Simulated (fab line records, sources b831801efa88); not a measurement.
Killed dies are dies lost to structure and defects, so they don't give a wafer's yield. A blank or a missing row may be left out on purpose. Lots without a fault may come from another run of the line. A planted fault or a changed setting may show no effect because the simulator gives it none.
Which tool did it? | flow sky130 | 24 lots, 72 wafers sampled, at 4 steps of a route of 708

WHAT THE GAUGES READ, wafer by wafer
SKY_VIA2_OVL_MEAS_13.
lot  | measured     | on         | VIA2_OVL (nm)
L074 | day 36 19:51 | overlay-02 | 6 8 -3
L075 | day 37 14:57 | overlay-01 | 12 15 7
L077 | day 37 16:16 | overlay-01 | 9 1 12
L076 | day 37 19:24 | overlay-01 | 7 -1 6
L079 | day 38 06:57 | overlay-02 | -1 -1 0
L080 | day 38 11:24 | overlay-02 | 0 13 0
L078 | day 38 14:24 | overlay-01 | -8 -7 -1
L081 | day 38 18:46 | overlay-01 | -1 2 -3
L082 | day 38 23:24 | overlay-01 | -7 -4 -6
L083 | day 39 14:58 | overlay-02 | 7 3 4
L084 | day 39 19:03 | overlay-01 | 3 1 2
L085 | day 40 04:46 | overlay-02 | -5 -4 -6
L087 | day 40 06:21 | overlay-02 | 1 -4 5
L086 | day 40 07:28 | overlay-01 | -3 -3 2
L088 | day 41 01:37 | overlay-02 | -3 -1 -3
L089 | day 41 05:18 | overlay-01 | -5 -9 -4
L090 | day 41 13:45 | overlay-01 | -6 -14 -4
L091 | day 41 15:43 | overlay-02 | -9 -14 0
L092 | day 42 02:19 | overlay-02 | -4 6 -3
L093 | day 42 04:36 | overlay-01 | -2 -4 -8
L094 | day 42 10:03 | overlay-02 | 12 6 9
L095 | day 42 10:39 | overlay-02 | 9 3 1
L096 | day 42 23:42 | overlay-01 | -3 -2 -3
L097 | day 43 04:07 | overlay-01 | -3 2 4

WHICH TOOL RAN EACH LOT (tool, then ch and the chambers of the sampled wafers, then the start)
lot  | SKY_SD_N_STRIP_11                    | SKY_LI_CONTACT_CVD_21         | SKY_VIA2_CMP_02
L074 | plasma_asher-03 ch 0,1, day 28 11:29 | cvd_w-01 ch 0,1, day 29 17:32 | cmp-02 ch 2,3, day 35 16:47
L075 | plasma_asher-02 ch 0,1, day 29 08:23 | cvd_w-02 ch 1, day 30 13:49   | cmp-01 ch 1,2,3, day 36 11:57
L077 | plasma_asher-03 ch 0,1, day 29 10:39 | cvd_w-02 ch 0,1, day 30 16:04 | cmp-02 ch 1,2,3, day 36 14:06
L076 | plasma_asher-02 ch 0,1, day 29 12:11 | cvd_w-01 ch 0,1, day 30 18:38 | cmp-02 ch 0,1,3, day 36 16:45
L079 | plasma_asher-03 ch 0,1, day 30 01:17 | cvd_w-01 ch 0,1, day 31 08:22 | cmp-01 ch 2,3, day 37 05:02
L080 | plasma_asher-02 ch 0,1, day 30 05:31 | cvd_w-02 ch 0,1, day 31 11:02 | cmp-01 ch 1,2, day 37 09:40
L078 | plasma_asher-01 ch 0,1, day 30 09:14 | cvd_w-01 ch 0,1, day 31 15:11 | cmp-01 ch 0,3, day 37 12:40
L081 | plasma_asher-02 ch 0,1, day 30 15:27 | cvd_w-01 ch 0,1, day 31 20:47 | cmp-01 ch 0,2, day 37 17:13
L082 | plasma_asher-03 ch 0,1, day 30 18:44 | cvd_w-01 ch 0,1, day 32 00:22 | cmp-02 ch 0,1,2, day 37 22:05
L083 | plasma_asher-03 ch 0,1, day 31 10:54 | cvd_w-01 ch 0,1, day 32 17:10 | cmp-01 ch 0,1,3, day 38 13:40
L084 | plasma_asher-02 ch 0,1, day 31 19:07 | cvd_w-02 ch 0,1, day 33 00:40 | cmp-01 ch 0,2,3, day 38 18:02
L085 | plasma_asher-03 ch 0,1, day 32 03:13 | cvd_w-02 ch 0,1, day 33 08:23 | cmp-02 ch 0,2, day 39 03:17
L087 | plasma_asher-01 ch 0,1, day 32 05:43 | cvd_w-02 ch 0,1, day 33 10:37 | cmp-02 ch 0,1,3, day 39 05:04
L086 | plasma_asher-03 ch 0,1, day 32 07:17 | cvd_w-02 ch 1, day 33 11:32   | cmp-02 ch 1,3, day 39 06:25
L088 | plasma_asher-02 ch 0,1, day 33 02:19 | cvd_w-02 ch 0,1, day 34 06:32 | cmp-01 ch 0,1,2, day 40 00:51
L089 | plasma_asher-03 ch 0,1, day 33 07:20 | cvd_w-01 ch 0,1, day 34 11:22 | cmp-02 ch 0,1,3, day 40 04:38
L090 | plasma_asher-03 ch 1, day 33 17:20   | cvd_w-01 ch 0,1, day 34 22:15 | cmp-02 ch 0,1,3, day 40 13:14
L091 | plasma_asher-02 ch 0,1, day 33 17:58 | cvd_w-02 ch 0,1, day 34 23:05 | cmp-02 ch 0,1,3, day 40 15:31
L092 | plasma_asher-02 ch 0,1, day 34 05:52 | cvd_w-02 ch 0,1, day 35 10:05 | cmp-02 ch 2,3, day 41 02:35
L093 | plasma_asher-02 ch 0,1, day 34 10:29 | cvd_w-02 ch 0,1, day 35 13:24 | cmp-02 ch 0,2,3, day 41 05:29
L094 | plasma_asher-02 ch 1, day 34 17:16   | cvd_w-01 ch 0,1, day 35 20:56 | cmp-02 ch 0,1,3, day 41 10:30
L095 | plasma_asher-02 ch 0,1, day 34 20:05 | cvd_w-01 ch 0,1, day 35 23:35 | cmp-01 ch 0,3, day 41 12:24
L096 | plasma_asher-01 ch 1, day 35 07:23   | cvd_w-02 ch 0,1, day 36 11:56 | cmp-02 ch 0,2, day 42 00:05
L097 | plasma_asher-03 ch 0,1, day 35 11:10 | cvd_w-02 ch 0,1, day 36 15:32 | cmp-01 ch 1,2, day 42 04:29
- SKY_SD_N_STRIP_11: strips in O2/N2.
- SKY_LI_CONTACT_CVD_21: deposits W, target thk 400 nm, time 120.56 s.
- SKY_VIA2_CMP_02: polishes SiO2.

WHAT THE TOOLS THEMSELVES READ (means of the sampled wafers that have a number; where no wafer has one, the mark that the record gives instead)
SKY_SD_N_STRIP_11.
lot  | tool            | drypump_motor_current_A (A) | oes_product_au (a.u.) | strip_time_to_endpoint_s (s)
L074 | plasma_asher-03 | 5.6                         | 0.528                 | 22.59
L075 | plasma_asher-02 | 5.2                         | 0.531                 | 22.64
L077 | plasma_asher-03 | 5.9                         | 0.531                 | 22.55
L076 | plasma_asher-02 | 5.0                         | 0.527                 | 22.58
L079 | plasma_asher-03 | 5.7                         | 0.524                 | 22.61
L080 | plasma_asher-02 | 5.0                         | 0.528                 | 22.60
L078 | plasma_asher-01 | 6.2                         | 0.531                 | 22.68
L081 | plasma_asher-02 | 5.0                         | 0.526                 | 22.60
L082 | plasma_asher-03 | 5.6                         | 0.527                 | 22.65
L083 | plasma_asher-03 | 5.9                         | 0.528                 | 22.60
L084 | plasma_asher-02 | 4.9                         | 0.530                 | 22.68
L085 | plasma_asher-03 | 5.9                         | 0.527                 | 22.61
L087 | plasma_asher-01 | 6.2                         | 0.528                 | 22.69
L086 | plasma_asher-03 | 5.9                         | 0.525                 | 22.61
L088 | plasma_asher-02 | 5.0                         | 0.528                 | 22.56
L089 | plasma_asher-03 | 5.9                         | 0.525                 | 22.62
L090 | plasma_asher-03 | 5.4                         | 0.528                 | 22.53
L091 | plasma_asher-02 | 5.2                         | 0.529                 | 22.57
L092 | plasma_asher-02 | 5.0                         | 0.529                 | 22.61
L093 | plasma_asher-02 | 5.0                         | 0.528                 | 22.57
L094 | plasma_asher-02 | 4.8                         | 0.526                 | 22.68
L095 | plasma_asher-02 | 4.9                         | 0.528                 | 22.61
L096 | plasma_asher-01 | 6.1                         | 0.525                 | 22.65
L097 | plasma_asher-03 | 5.9                         | 0.522                 | 22.62

SKY_LI_CONTACT_CVD_21.
lot  | tool     | heater_power_outer_w (W) | heater_power_w (W)
L074 | cvd_w-01 | 578                      | 937
L075 | cvd_w-02 | 597                      | 958
L077 | cvd_w-02 | 568                      | 922
L076 | cvd_w-01 | 586                      | 919
L079 | cvd_w-01 | 635                      | 968
L080 | cvd_w-02 | 571                      | 912
L078 | cvd_w-01 | 641                      | 978
L081 | cvd_w-01 | 628                      | 978
L082 | cvd_w-01 | 641                      | 981
L083 | cvd_w-01 | 637                      | 965
L084 | cvd_w-02 | 538                      | 922
L085 | cvd_w-02 | 546                      | 906
L087 | cvd_w-02 | 576                      | 926
L086 | cvd_w-02 | 591                      | 948
L088 | cvd_w-02 | 543                      | 914
L089 | cvd_w-01 | 634                      | 971
L090 | cvd_w-01 | 640                      | 977
L091 | cvd_w-02 | 578                      | 934
L092 | cvd_w-02 | 545                      | 911
L093 | cvd_w-02 | 547                      | 909
L094 | cvd_w-01 | 589                      | 953
L095 | cvd_w-01 | 582                      | 940
L096 | cvd_w-02 | 548                      | 912
L097 | cvd_w-02 | 558                      | 906

SKY_VIA2_CMP_02.
lot  | tool   | motor_current_A (A) | slurry_filter_dp_kPa (kPa)
L074 | cmp-02 | 13.8                | 13.54
L075 | cmp-01 | 12.3                | 13.48
L077 | cmp-02 | 12.8                | 13.39
L076 | cmp-02 | 12.4                | 13.37
L079 | cmp-01 | 12.4                | 13.61
L080 | cmp-01 | 12.1                | 13.51
L078 | cmp-01 | 11.9                | 13.60
L081 | cmp-01 | 12.1                | 13.53
L082 | cmp-02 | 12.1                | 13.48
L083 | cmp-01 | 11.8                | 13.55
L084 | cmp-01 | 12.7                | 13.46
L085 | cmp-02 | 12.3                | 13.55
L087 | cmp-02 | 12.6                | 13.53
L086 | cmp-02 | 12.6                | 13.47
L088 | cmp-01 | 12.4                | 13.44
L089 | cmp-02 | 12.5                | 13.44
L090 | cmp-02 | 12.0                | 13.46
L091 | cmp-02 | 12.1                | 13.47
L092 | cmp-02 | 13.5                | 13.58
L093 | cmp-02 | 12.8                | 13.41
L094 | cmp-02 | 12.6                | 13.46
L095 | cmp-01 | 12.0                | 13.43
L096 | cmp-02 | 12.1                | 13.44
L097 | cmp-01 | 12.2                | 13.54

THE ANSWER, worked out from the rows above alone
Rule: what is usual is taken from the lots themselves. Put in order of their means at a reading, lots are off if they are a third of the lots or fewer, leave a main group of 4 or more, and stand apart from it by a gap of 3 or more times the standard deviation of the main group's means; of several such gaps the widest counts. A main group whose means are all the same, to the digits that the tables above print for the reading, isn't used. A lot without any number at a reading at which 4 lots or more have one is off too. The other lots that the step has rows for count as sound. The gauges are gone through in route order, then the tools' own readings, and for those a lot's mean is taken as printed above. The first step at which some lot is off is used, and at that step the reading that is off furthest; a lot without a number counts as furthest.
No lot is off at any reading shown: from this, nothing can be told.

WHAT THE SIMULATOR HAD PUT IN
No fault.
